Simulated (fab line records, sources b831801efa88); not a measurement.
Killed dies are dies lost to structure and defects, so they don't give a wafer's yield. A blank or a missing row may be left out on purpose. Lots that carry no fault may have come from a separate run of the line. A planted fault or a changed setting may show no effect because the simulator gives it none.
Matching of chambers :: flow sky130 :: 4 sister chambers for SKY_LI_CONTACT_CMP_02 on cmp-02
The step polishes PSG. 4 wafers are shown with their chamber, then 8 later ones without.

WAFERS, EACH WITH ITS CHAMBER
wafer: L182.5
chamber: 3
motor_current_A (A): 13.7

wafer: L186.3
chamber: 2
motor_current_A (A): 13.2

wafer: L186.4
chamber: 0
motor_current_A (A): 11.9

wafer: L187.1
chamber: 1
motor_current_A (A): 13.1

WAFERS WITHOUT THEIR CHAMBER
wafer: L187.2
motor_current_A (A): 13.7

wafer: L187.6
motor_current_A (A): 11.7

wafer: L189.2
motor_current_A (A): 11.0

wafer: L189.5
motor_current_A (A): 12.4

wafer: L189.6
motor_current_A (A): 13.6

wafer: L195.2
motor_current_A (A): 13.6

wafer: L195.4
motor_current_A (A): 11.7

wafer: L195.5
motor_current_A (A): 11.4

EACH ONE'S CHAMBER
wafer: L187.2
from the rows above: can't be placed: 3 or 2 or 1
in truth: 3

wafer: L187.6
from the rows above: 0
in truth: 0

wafer: L189.2
from the rows above: 0
in truth: 0

wafer: L189.5
from the rows above: can't be placed: 0 or 1 or 2 or 3
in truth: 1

wafer: L189.6
from the rows above: can't be placed: 3 or 2 or 1
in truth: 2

wafer: L195.2
from the rows above: can't be placed: 3 or 2 or 1
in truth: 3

wafer: L195.4
from the rows above: 0
in truth: 0

wafer: L195.5
from the rows above: 0
in truth: 0
Correct placement for 4 of the 8. Cannot be placed on the basis of these rows: 4; the candidates contain the true chamber in 4. Wrongly placed: 0.
How it was worked out, from the rows above alone: a wafer's distance from a chamber is the root of the sum, over the readings, of the square of ((its reading less the chamber's mean) divided by the reading's scatter). If the next closest chamber is less than 2 further off than the closest, the wafer can't be placed; otherwise it belongs to the closest. Each chamber's mean is taken over the wafers shown for it. The scatter: root of mean squared gap, hidden wafer to nearest shown wafer, with one shown wafer a chamber.
